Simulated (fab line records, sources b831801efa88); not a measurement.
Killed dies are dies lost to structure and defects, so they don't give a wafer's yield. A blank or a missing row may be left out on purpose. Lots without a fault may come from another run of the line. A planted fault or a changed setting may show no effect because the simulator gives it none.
One fault seen from 2 desks | flow sky130 | each desk has only its own numbers; what lay behind them comes last
Where a reading is given only as a bound, like >300, the bound stands for it, and a mean or a difference that rests on one is marked > or <: the true number lies beyond.

THE METROLOGY DESK
What the gauges read, lot by lot, whatever tool the lot ran on: means of the sampled wafers that have a number. A lot is out of limits, marked OUT, if its mean lies more than 4 standard deviations from the usual mean; the brackets give that distance.
Columns: A = METAL2_ALCU_THK at SKY_METAL2_THK_MEAS_06, usual 253 nm; B = VIA3_W_RS at SKY_VIA3_RS_MEAS_22, usual 0.291 ohm/sq; C = VIA3_W_THK at SKY_VIA3_THK_MEAS_23, usual 388 nm
lot  | first seen here | A   | B                        | C
L418 | day 34 03:41    | 252 | 0.283                    | 395
L420 | day 34 17:02    | 248 | 0.295                    | 379
L421 | day 35 01:54    | 254 | 0.294                    | 381
L422 | day 35 03:40    | 258 | 0.296                    | 379
L424 | day 35 20:35    | 250 | 0.285                    | 398
L425 | day 36 02:05    | 251 | 0.295                    | 383
L430 | day 38 00:20    | 248 | 59.044 (+99 or more) OUT | <0 (<-60) OUT
L431 | day 38 07:40    | 258 | 58.322 (+99 or more) OUT | <0 (<-60) OUT
L435 | day 39 05:58    | 254 | 0.288                    | 389
L437 | day 40 11:37    | 253 | 0.291                    | 391
L438 | day 40 12:34    | 249 | 0.290                    | 385
L439 | day 40 13:06    | 255 | 0.293                    | 389
L440 | day 40 14:57    | 252 | 0.290                    | 392
L441 | day 40 19:52    | 254 | 0.293                    | 379
This desk's finding: out of limits on L430, L431; first on L430, day 43 09:23 (VIA3_W_RS at SKY_VIA3_RS_MEAS_22). In limits: L418, L420, L421, L422, L424, L425, L435, L437, L438, L439, L440, L441.

THE TOOL OWNER'S DESK: cvd_w-01
The tool's own readings at SKY_VIA3_CVD_21 (deposits W, target thk 390 nm, time 117.31 s): means of the sampled wafers that have a number, for each lot that ran on this tool. A lot is out of limits, marked OUT, if its mean lies more than 4 standard deviations from the usual mean; the brackets give that distance.
Columns: A = chamber_pressure_Torr at SKY_VIA3_CVD_21, usual 40.00 Torr; B = heater_power_outer_w at SKY_VIA3_CVD_21, usual 484 W; C = heater_power_w at SKY_VIA3_CVD_21, usual 788 W
lot  | first seen here | A     | B   | C
L418 | day 39 20:37    | 40.06 | 522 | 854
L424 | day 41 15:05    | 39.90 | 526 | 875
L435 | day 44 09:33    | 40.00 | 529 | 888
L437 | day 45 13:15    | 40.02 | 477 | 798
L438 | day 45 14:11    | 40.07 | 477 | 796
This desk's finding: nothing out of limits on any of the 5 lots.

PUT TOGETHER
The metrology desk could have raised an alarm at day 43 09:23, on L430, L431.
The tool owner's desk saw nothing out of limits.
The tool owner's desk has no number on record for L430, L431.
Of the lots named, all ran SKY_VIA3_CVD_21 on cvd_w-01.

WHAT THE SIMULATOR HAD PUT IN
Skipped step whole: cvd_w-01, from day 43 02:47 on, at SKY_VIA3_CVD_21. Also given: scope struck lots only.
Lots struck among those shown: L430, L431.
Hours from the fault's start to each desk's first reading out of limits: the metrology desk, 7.
